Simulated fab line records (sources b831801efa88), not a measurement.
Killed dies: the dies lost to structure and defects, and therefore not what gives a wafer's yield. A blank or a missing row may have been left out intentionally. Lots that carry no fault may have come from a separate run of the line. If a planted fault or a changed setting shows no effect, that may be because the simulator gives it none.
Chamber matching :: flow gf180mcu :: GF_POLY_GATE_ETCH_13 on rie si-02 has 4 sister chambers
The step etches poly-Si in HBr/Cl2, stops on SiO2, target depth 198.5 nm, time 69.6 s. 8 wafers are shown with their chamber, then 9 later ones without.

== WAFERS PAIRED WITH THEIR CHAMBERS ==
wafer: L998.1
chamber: 3
drypump motor current A (A): 6.3
he backside leak sccm (sccm): 2.84

wafer: L998.2
chamber: 2
drypump motor current A (A): 5.6
he backside leak sccm (sccm): 2.55

wafer: L102.1
chamber: 3
drypump motor current A (A): 6.4
he backside leak sccm (sccm): 2.70

wafer: L102.3
chamber: 2
drypump motor current A (A): 5.6
he backside leak sccm (sccm): 2.50

wafer: L107.6
chamber: 1
drypump motor current A (A): 5.7
he backside leak sccm (sccm): 2.85

wafer: L108.3
chamber: 0
drypump motor current A (A): 5.1
he backside leak sccm (sccm): 2.88

wafer: L108.4
chamber: 1
drypump motor current A (A): 5.8
he backside leak sccm (sccm): 2.89

wafer: L108.6
chamber: 0
drypump motor current A (A): 5.1
he backside leak sccm (sccm): 2.85

== WAFERS MISSING THEIR CHAMBER ==
wafer: L113.2
drypump motor current A (A): 6.3
he backside leak sccm (sccm): 2.80

wafer: L113.3
drypump motor current A (A): 5.6
he backside leak sccm (sccm): 2.31

wafer: L113.6
drypump motor current A (A): 6.3
he backside leak sccm (sccm): 2.71

wafer: L114.2
drypump motor current A (A): 5.6
he backside leak sccm (sccm): 2.39

wafer: L114.3
drypump motor current A (A): 6.4
he backside leak sccm (sccm): 2.81

wafer: L114.4
drypump motor current A (A): 5.6
he backside leak sccm (sccm): 2.30

wafer: L116.1
drypump motor current A (A): 5.6
he backside leak sccm (sccm): 2.38

wafer: L116.3
drypump motor current A (A): 6.3
he backside leak sccm (sccm): 2.86

wafer: L116.4
drypump motor current A (A): 5.7
he backside leak sccm (sccm): 2.87

== THE CHAMBER EACH PASSED THROUGH ==
wafer: L113.2
from the rows above: 3
in truth: 3

wafer: L113.3
from the rows above: 2
in truth: 2

wafer: L113.6
from the rows above: 3
in truth: 3

wafer: L114.2
from the rows above: 2
in truth: 2

wafer: L114.3
from the rows above: 3
in truth: 3

wafer: L114.4
from the rows above: 2
in truth: 2

wafer: L116.1
from the rows above: 2
in truth: 2

wafer: L116.3
from the rows above: 3
in truth: 3

wafer: L116.4
from the rows above: 1
in truth: 1
Correct placement for 9 of the 9. Can't be placed from these rows: 0. Placed wrongly: 0.
How it was worked out, from the rows above alone: a wafer's distance from a chamber is the root of the sum, over the readings, of the square of ((its reading less the chamber's mean) divided by the reading's scatter). If the next closest chamber is less than 2 further off than the closest, the wafer can't be placed; otherwise it belongs to the closest. The mean given for a chamber averages the wafers shown for that chamber. The scatter is the square root of a quotient: the sum, over the shown wafers, of each reading's squared deviation from its chamber's mean, divided by wafers minus chambers.
